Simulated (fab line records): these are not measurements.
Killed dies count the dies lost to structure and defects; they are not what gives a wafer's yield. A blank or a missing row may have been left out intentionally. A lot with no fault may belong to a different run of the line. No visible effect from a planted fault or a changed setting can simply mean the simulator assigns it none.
8D (eight disciplines) problem report, filled in by code	flow gf180mcu	the parts of the form that need people (team, actions taken, sign-off) are left out

== 1. PROBLEM STATEMENT ==
Mean of oes-product-au at GF_MVSD_STRIP_10: 0.662 a.u. across 5 wafers in 3 lots; on wafers with no fault it is 0.723 a.u. (standard deviation 0.0044). That is -14 standard deviations from the usual mean.
The step: strips in O2/N2.
Seen first at day 8 13:41 on plasma-asher-02, wafer L792.3. Wafers with a number at this step in the record: 39, from 13 lots. The rule behind "out" and "out of limits": a value lying over 4 standard deviations away from the usual mean. The other wafers with a number count as sound.

== 2. WHAT THIS IS AND IS NOT ==
question	is	is not
which readings at this step	oes-product-au	drypump-motor-current-A, heater-power-w, strip-time-to-endpoint-s
which lots	L792, L793, L794	L777, L778, L779, L780, L781, L783, L784, L785, L795, L796
which wafers of those lots	L792.3, L792.6, L793.4, L794.1, L794.5	L792.2, L793.3, L793.5, L794.6
read on which tools	plasma-asher-02	plasma-asher-01, plasma-asher-04
when	from day 8 13:41	up to then (25 sound wafers); but 9 sound wafers of L793, L794, L795, L796 came after

== 3. WHAT RULES OUT EACH SUSPECT ==
Counting: if a tool at a process step up to the reading ran every lot that is out, it stays a suspect. Sound lots after the first of them don't rule it out here, since some wafers of a struck lot are sound.
- plasma-asher-02 at GF_MVSD_STRIP_10 (strips in O2/N2): kept. It ran every lot that is out, first L792 (day 8 13:41); its last sound lot up to then is L783 (day 6 12:09). Its own oes-product-au readings are out on those wafers.
- Within plasma-asher-02 at GF_MVSD_STRIP_10, the wafers that are out were processed in chamber 0 and their sound lot-mates in chamber 1.
The count leaves plasma-asher-02 at GF_MVSD_STRIP_10.

== 4. THE CAUSE (what the simulator had put in) ==
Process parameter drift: plasma-asher-02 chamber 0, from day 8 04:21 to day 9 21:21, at GF_MVSD_STRIP_10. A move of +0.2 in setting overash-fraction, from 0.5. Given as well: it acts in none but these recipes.
After counting, this tool was the only one left.

== 5. THE CHAIN OF EFFECTS, in route order ==
One row per reading whose mean, taken over the struck wafers that have a number, lies over 3 standard deviations from the usual. Scope: only readings with a usual standard deviation given in the record; hours: median across lots of the time from each lot's start at the first step in this table that gives one to its start at this step; sigmas: change in usual standard deviations.
hours	step	reading	usual	on struck wafers	change	sigmas
0	GF_MVSD_STRIP_10	oes-product-au	0.723 a.u.	0.662	-0.061	-14
It contains these process steps:
- GF_MVSD_STRIP_10: strips in O2/N2.

== 6. WHAT WOULD HAVE CAUGHT IT SOONER ==
In this record no reading fell out of limits until day 8 13:41, 9 hours after the fault had begun at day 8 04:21.
